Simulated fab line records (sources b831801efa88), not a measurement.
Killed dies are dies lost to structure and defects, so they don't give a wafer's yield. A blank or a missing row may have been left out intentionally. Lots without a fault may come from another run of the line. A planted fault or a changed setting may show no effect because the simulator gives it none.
What tool caused it? | flow sky130 | 11 lots with 33 wafers sampled at 6 steps, on a route of 708 steps

WHAT EACH GAUGE READ, for each wafer
SKY_METAL2_RS_MEAS_05: measures by four-point-probe. Usual: for METAL2_ALCU_RS the level is 0.1298 ohm/sq and the standard deviation is 0.0019.
lot  | measured     | on            | METAL2_ALCU_RS (ohm/sq) | flag
L996 | day 33 15:47 | film metro-03 | 0.1285 0.1271 0.1279    |
L997 | day 34 08:51 | film metro-02 | 0.1290 0.1279 0.1271    |
L998 | day 34 19:26 | film metro-03 | 0.1283 0.1283 0.1300    |
L999 | day 35 03:20 | film metro-03 | 0.1274 0.1273 0.1286    |
L102 | day 36 03:50 | film metro-04 | 0.1302 0.1291 0.1290    |
L111 | day 39 03:36 | film metro-03 | 8.6339 8.6931 8.6929    | OFF
L112 | day 39 10:08 | film metro-03 | 8.6945 8.6250 8.6041    | OFF
L114 | day 39 20:07 | film metro-03 | 0.1293 0.1275 0.1281    |
L115 | day 40 00:11 | film metro-03 | 0.1292 0.1299 0.1302    |
L117 | day 40 10:17 | film metro-03 | 0.1276 0.1295 0.1280    |
L118 | day 40 18:37 | film metro-03 | 0.1293 0.1293 0.1288    |

SKY_METAL2_THK_MEAS_06: measures by xrf. Usual: for METAL2_ALCU_THK the level is 240 nm and the standard deviation is 3.6.
lot  | measured     | on            | METAL2_ALCU_THK (nm) | flag
L996 | day 33 15:54 | film metro-03 | 241 245 241          |
L997 | day 34 08:58 | film metro-02 | 242 244 246          |
L998 | day 34 19:33 | film metro-03 | 241 241 238          |
L999 | day 35 03:28 | film metro-03 | 241 243 239          |
L102 | day 36 03:57 | film metro-04 | 238 240 242          |
L111 | day 39 03:43 | film metro-03 | <1 <1 <1             | OFF
L112 | day 39 10:15 | film metro-03 | <1 <1 <1             | OFF
L114 | day 39 20:13 | film metro-03 | 242 247 244          |
L115 | day 40 00:18 | film metro-03 | 240 238 240          |
L117 | day 40 10:23 | film metro-03 | 242 239 245          |
L118 | day 40 18:43 | film metro-03 | 240 238 243          |

SKY_METAL2_CD_MEAS_15: the cd target is 140 nm. Usual: cd nm reads 139.6 nm (standard deviation 1.4).
lot  | measured     | on        | cd nm (nm)        | flag
L996 | day 34 19:07 | cd sem-02 | 137.5 137.2 139.1 |
L997 | day 35 11:02 | cd sem-02 | 141.1 140.9 138.9 |
L998 | day 35 22:08 | cd sem-01 | 140.7 140.3 140.5 |
L999 | day 36 05:37 | cd sem-02 | 139.9 139.3 139.6 |
L102 | day 37 05:47 | cd sem-01 | 139.6 139.6 139.9 |
L111 | day 40 04:26 | cd sem-01 | 140.0 138.6 139.6 |
L112 | day 40 10:28 | cd sem-01 | 140.0 137.9 139.1 |
L114 | day 40 20:01 | cd sem-02 | 139.0 138.8 140.3 |
L115 | day 41 00:07 | cd sem-02 | 141.0 140.9 139.0 |
L117 | day 41 10:26 | cd sem-02 | 138.2 141.0 139.1 |
L118 | day 41 17:44 | cd sem-01 | 140.9 140.1 140.8 |

SKY_METAL2_OVL_MEAS_16. Usual: for METAL2_OVL the level is -2 nm and the standard deviation is 5.8.
lot  | measured     | on         | METAL2_OVL (nm) | flag
L996 | day 34 19:14 | overlay-02 | -1 3 3          |
L997 | day 35 11:09 | overlay-02 | 1 3 4           |
L998 | day 35 22:16 | overlay-01 | 2 1 -6          |
L999 | day 36 05:44 | overlay-02 | 10 3 -1         |
L102 | day 37 05:54 | overlay-01 | -5 0 -2         |
L111 | day 40 04:33 | overlay-01 | 10 -4 0         |
L112 | day 40 10:35 | overlay-01 | 0 -11 0         |
L114 | day 40 20:06 | overlay-02 | -7 -8 -10       |
L115 | day 41 00:14 | overlay-01 | -4 -4 0         |
L117 | day 41 10:31 | overlay-02 | -5 -4 -3        |
L118 | day 41 17:51 | overlay-02 | -2 4 3          |

WHICH TOOL RAN EACH LOT (tool, then ch and the chambers of the sampled wafers, then the start)
lot  | SKY_VIA1_CMP_02               | SKY_METAL2_SPUTTER_02
L996 | cmp-01 ch 1,3, day 32 11:29   | pvd sputter-02, day 33 15:41
L997 | cmp-02 ch 1,2,3, day 33 04:34 | pvd sputter-02, day 34 08:44
L998 | cmp-02 ch 0,2, day 33 14:58   | pvd sputter-01, day 34 19:20
L999 | cmp-02 ch 0,1, day 33 22:08   | pvd sputter-02, day 35 03:14
L102 | cmp-02 ch 0,1,3, day 34 23:11 | pvd sputter-02, day 36 03:43
L111 | cmp-01 ch 0,2, day 38 00:00   | pvd sputter-02, day 39 03:29
L112 | cmp-02 ch 0,2,3, day 38 07:38 | pvd sputter-02, day 39 10:02
L114 | cmp-02 ch 0,2,3, day 38 17:36 | pvd sputter-01, day 39 19:59
L115 | cmp-01 ch 0,2,3, day 38 21:37 | pvd sputter-03, day 40 00:05
L117 | cmp-02 ch 0,1,2, day 39 07:26 | pvd sputter-02, day 40 10:09
L118 | cmp-02 ch 0,1,2, day 39 15:59 | pvd sputter-02, day 40 18:29
- SKY_VIA1_CMP_02: polishes SiO2.
- SKY_METAL2_SPUTTER_02: material AlCu, target thk 250 nm, time 13.3 s.

AS READ BY THE TOOLS THEMSELVES (means over the sampled wafers that have a number; for cases with no such wafer, the mark the record gives instead)
SKY_VIA1_CMP_02. Usual: edge zone pressure frac 1.000, standard deviation 0.0051; motor current A 12.2 A, standard deviation 0.79; slurry filter dp kPa 13.50 kPa, standard deviation 0.15.
lot  | tool   | edge zone pressure frac | motor current A (A) | slurry filter dp kPa (kPa) | flag
L996 | cmp-01 | 1.004                   | 12.6                | 13.55                      |
L997 | cmp-02 | 0.998                   | 12.0                | 13.35                      |
L998 | cmp-02 | 1.002                   | 12.5                | 13.59                      |
L999 | cmp-02 | 1.002                   | 13.1                | 13.45                      |
L102 | cmp-02 | 1.005                   | 12.8                | 13.36                      |
L111 | cmp-01 | 0.998                   | 11.2                | 13.39                      |
L112 | cmp-02 | 0.997                   | 12.1                | 13.57                      |
L114 | cmp-02 | 1.005                   | 12.1                | 13.65                      |
L115 | cmp-01 | 1.001                   | 11.8                | 13.30                      |
L117 | cmp-02 | 0.995                   | 12.4                | 13.59                      |
L118 | cmp-02 | 0.997                   | 12.4                | 13.60                      |

SKY_METAL2_SPUTTER_02. Usual: cathode dc power W 10390 W, standard deviation 1.8; chamber pressure pa 0.4000 Pa, standard deviation 0.00073; throttle valve pct 29.8 %, standard deviation 1.1.
lot  | tool           | cathode dc power W (W) | chamber pressure pa (Pa) | throttle valve pct (%) | flag
L996 | pvd sputter-02 | 10391                  | 0.3992                   | 29.4                   |
L997 | pvd sputter-02 | 10392                  | 0.3993                   | 28.8                   |
L998 | pvd sputter-01 | 10388                  | 0.4004                   | 30.6                   |
L999 | pvd sputter-02 | 10390                  | 0.3999                   | 29.0                   |
L102 | pvd sputter-02 | 10392                  | 0.3998                   | 28.9                   |
L111 | pvd sputter-02 | -                      | -                        | -                      | OFF
L112 | pvd sputter-02 | -                      | -                        | -                      | OFF
L114 | pvd sputter-01 | 10391                  | 0.3996                   | 30.3                   |
L115 | pvd sputter-03 | 10391                  | 0.4012                   | 30.4                   |
L117 | pvd sputter-02 | 10388                  | 0.4002                   | 28.7                   |
L118 | pvd sputter-02 | 10390                  | 0.4002                   | 29.1                   |

THE ANSWER, worked out from the rows above alone
Rule: a lot is off if the mean of its wafers that have a number lies more than 3 standard deviations from the usual mean. Also off: a lot with no number at a reading for which 4 or more lots have one. The other lots that the step has rows for count as sound. After the gauges, taken in route order, come the tools' own readings; for these a lot's mean is taken, as printed above. At the first step where some lot is off, the reading lying furthest off is the one used; lots without a number count as furthest.
Off: L111, L112, at SKY_METAL2_RS_MEAS_05 (METAL2_ALCU_RS).
If a tool, at a process step before that reading, ran all the lots that are off and no sound lot after the first of them, it fits. Not tried: the gauges at SKY_METAL2_RS_MEAS_05; whatever is off there is also off at SKY_METAL2_SPUTTER_02, on other tools, and gauge error can't account for it. Not one of the candidates tried fits.

WHAT HAD BEEN PUT IN BY THE SIMULATOR
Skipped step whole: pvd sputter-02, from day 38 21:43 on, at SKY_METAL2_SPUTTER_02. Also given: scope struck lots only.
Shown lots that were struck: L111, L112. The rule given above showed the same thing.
